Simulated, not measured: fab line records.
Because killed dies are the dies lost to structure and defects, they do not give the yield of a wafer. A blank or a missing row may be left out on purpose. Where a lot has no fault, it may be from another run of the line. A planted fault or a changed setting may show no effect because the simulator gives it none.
Problem report, 8D (eight disciplines) form, completed by code + flow sky130 + the parts of the form that need people (team, actions taken, sign-off) are left out

== 1. WHAT WENT WRONG ==
Mean LDD_N_TW at SKY_LDD_N_TW_MEAS_17: 2832 over 6 wafers in 2 lots; fault-free wafers: 2594, standard deviation 33. That puts it +7.2 standard deviations away from the usual mean.
First seen on wafer L359.1, day 25 00:32, on film metro-04. Wafers with a number at this step in the record: 36, from 12 lots. Rule for "out" (also "out of limits"): further than 4 standard deviations from the usual mean. All remaining wafers that have a number are taken as sound.

== 2. WHAT IT IS; WHAT IT IS NOT ==
| question                    | is                           | is not                                                                    |
|-----------------------------|------------------------------|---------------------------------------------------------------------------|
| which readings at this step | LDD_N_TW                     | -                                                                         |
| which lots                  | L358, L359                   | L340, L342, L343, L344, L345, L347, L348, L350, L360, L362                |
| which wafers of those lots  | all that have a number       | -                                                                         |
| read on which gauges        | film metro-02, film metro-04 | film metro-01                                                             |
| when                        | from day 25 00:32            | up to then (24 sound wafers); but 6 sound wafers of L360, L362 came after |

== 3. SUSPECTS, AND WHAT RULES EACH OUT ==
Counting: a tool stays on the suspect list if, at a process step up to the reading, it processed all lots that are out and no sound lot following the first of them.
- the gauge at SKY_LDD_N_TW_MEAS_17: ruled out. 2 gauges (film metro-02, film metro-04) read the wafers that are out.
- implanter-04 at SKY_LDD_N_IMPLANT_10: kept. It ran every lot that is out, first L359 (day 24 23:32), and no sound lot after that; its last sound lot up to then is L350 (day 21 18:16). Its own readings are out on those wafers: beam on s, dose ions cm2.
Left after counting: implanter-04 at SKY_LDD_N_IMPLANT_10.

== 4. THE CAUSE (what the simulator had put in) ==
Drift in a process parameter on implanter-04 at SKY_LDD_N_IMPLANT_10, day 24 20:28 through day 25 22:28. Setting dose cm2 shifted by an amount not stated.
The count eliminated every tool but this one.

== 5. THE CHAIN OF EFFECTS, in route order ==
Each row: a reading whose mean over the struck wafers that have a number lies more than 3 standard deviations from the usual. Readings are gone through only where the record gives a usual standard deviation; hours: the median, over the lots, of the time from a lot's start at the first step in this table giving one to that lot's start at this step; sigmas: the change measured in usual standard deviations.
| hours | step                 | reading                  | usual   | on struck wafers | change   | sigmas      |
|-------|----------------------|--------------------------|---------|------------------|----------|-------------|
| 0     | SKY_LDD_N_IMPLANT_10 | beam on s                | 10.00 s | 36.34            | +26.34   | +99 or more |
| 0     | SKY_LDD_N_IMPLANT_10 | dose ions cm2            | 7.5e+13 | 2.8e+14          | +2.0e+14 | +99 or more |
| 1     | SKY_LDD_N_STRIP_16   | strip time to endpoint s | 4.315 s | 4.850            | +0.535   | +36         |
| 1     | SKY_LDD_N_TW_MEAS_17 | LDD_N_TW                 | 2594    | 2832             | +238     | +7.2        |
Process steps it contains:
- SKY_LDD_N_IMPLANT_10
- SKY_LDD_N_STRIP_16: strips in O2/N2.

== 6. HOW IT WOULD HAVE BEEN CAUGHT EARLIER ==
Counted from the fault's start at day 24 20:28, it took 4 hours until the first out-of-limits reading at a measuring or inspecting step in this record, taken at day 25 00:32.
At SKY_LDD_N_IMPLANT_10, the tool's own readings (beam on s, dose ions cm2) were out on each struck wafer the step has a row for, so an alarm limit on them would have fired on the first such wafer.
L358, from the lots that are out (2), started SKY_LDD_N_IMPLANT_10 on implanter-04 later than day 25 00:32. It would have been spared by a hold on the tool at that moment.
